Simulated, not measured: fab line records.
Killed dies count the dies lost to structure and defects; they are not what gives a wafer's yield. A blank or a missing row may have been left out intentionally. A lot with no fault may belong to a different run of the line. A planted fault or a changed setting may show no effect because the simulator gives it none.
Problem report in the 8D (eight disciplines) form, filled by code + flow sky130 + the parts of the form that need people (team, actions taken, sign-off) are left out

1. WHAT IS WRONG
Across 6 wafers from 2 lots, CONTACT_W_RS at SKY_CONTACT_RS_MEAS_25 averages 0.421 ohm/sq, while fault-free wafers read 0.339 ohm/sq with a standard deviation of 0.0039. That puts it +21 standard deviations away from the usual mean.
The step: measures by four-point-probe.
First seen on wafer L689.1, day 35 23:34, on filmMetro-03. Wafers with a number at this step in the record: 33, from 11 lots. Rule for "out" (also "out of limits"): further than 4 standard deviations from the usual mean. Any other wafer with a number is counted as sound.

2. WHAT IT IS, WHAT IT ISN'T
| question                    | is                         | is not                                                                          |
|-----------------------------|----------------------------|---------------------------------------------------------------------------------|
| which readings at this step | CONTACT_W_RS               | -                                                                               |
| which lots                  | L689, L692                 | L677, L680, L681, L682, L685, L687, L691, L694, L697                            |
| which wafers of those lots  | all that have a number     | -                                                                               |
| read on which gauges        | filmMetro-02, filmMetro-03 | filmMetro-01                                                                    |
| when                        | from day 35 23:34          | up to then (18 sound wafers); but 9 sound wafers of L691, L694, L697 came after |

3. SUSPECTS, AND WHAT RULES EACH OUT
Counting: a tool stays on the suspect list if, at a process step up to the reading, it processed all lots that are out and no sound lot following the first of them.
- the gauge at SKY_CONTACT_RS_MEAS_25 has been ruled out. Those wafers that are out were read across 2 gauges (filmMetro-02, filmMetro-03).
- rieDiel-02 at SKY_CONTACT_ETCH_17 (etches SiO2 in C4F8/O2/Ar, stops on Si3N4, target depth 340 nm): ruled out as a lasting fault. The sound lots L691, L694 went through it after L689, its earliest lot that is out (day 35 22:08).
- rieDiel-02 at SKY_CONTACT_ETCH_18 (etches Si3N4 in CHF3/O2, stops on TiN, time 39 s, target depth 75 nm): ruled out as a lasting fault. The sound lots L691, L694 went through it after L689, its earliest lot that is out (day 35 23:27). SKY_CONTACT_ETCH_18 gives no start for some lots, so the hours and the order of its lots are those of SKY_CONTACT_CVD_24.
- cvdW-02 at SKY_CONTACT_CVD_24 (deposits W, target thk 340 nm, time 102.12 s): kept. All lots that are out passed through it, beginning with L689 at day 35 23:27, and no sound lot followed; its final sound lot before that point was L682 at day 33 03:14.
Remaining after the count: cvdW-02 at SKY_CONTACT_CVD_24.

4. THE CAUSE (what the simulator had put in)
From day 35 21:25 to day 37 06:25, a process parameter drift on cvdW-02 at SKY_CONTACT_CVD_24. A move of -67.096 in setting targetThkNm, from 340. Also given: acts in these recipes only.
After counting, this tool was the only one left.

5. THE EFFECT CHAIN, in route order
Each row: a reading where the mean over the struck wafers with a number is more than 3 standard deviations away from the usual. Readings are gone through only where the record gives a usual standard deviation; hours: the median, over the lots, of the time from a lot's start at the first step in this table giving one to that lot's start at this step; sigmas: the change measured in usual standard deviations.
| hours | step                    | reading         | usual        | on struck wafers | change | sigmas |
|-------|-------------------------|-----------------|--------------|------------------|--------|--------|
| 0     | SKY_CONTACT_RS_MEAS_25  | CONTACT_W_RS    | 0.339 ohm/sq | 0.421            | +0.082 | +21    |
| 0     | SKY_CONTACT_THK_MEAS_26 | CONTACT_W_THK   | 343 nm       | 276              | -67    | -16    |
| 0     | SKY_CONTACT_CMP_27      | timeToEndpointS | 82 s         | 68               | -14    | -4.0   |
Its process steps:
- SKY_CONTACT_CMP_27: polishes, stops on SiO2, t overpolish 15 s, target thk 0 nm.

6. WHAT WOULD HAVE CAUGHT IT SOONER
2 hours passed between the start of the fault at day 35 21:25 and the first reading out of limits at a measuring or inspecting step in this record, taken at day 35 23:34.
Of the tool readings at SKY_CONTACT_CVD_24 for which the record gives a usual standard deviation, none was out on any struck wafer, so an alarm limit of 4 standard deviations on them would not have fired.
Lots out: 2; of these, L692 started SKY_CONTACT_CVD_24 on cvdW-02 after day 35 23:34. A tool hold placed at that time would have kept it from harm.
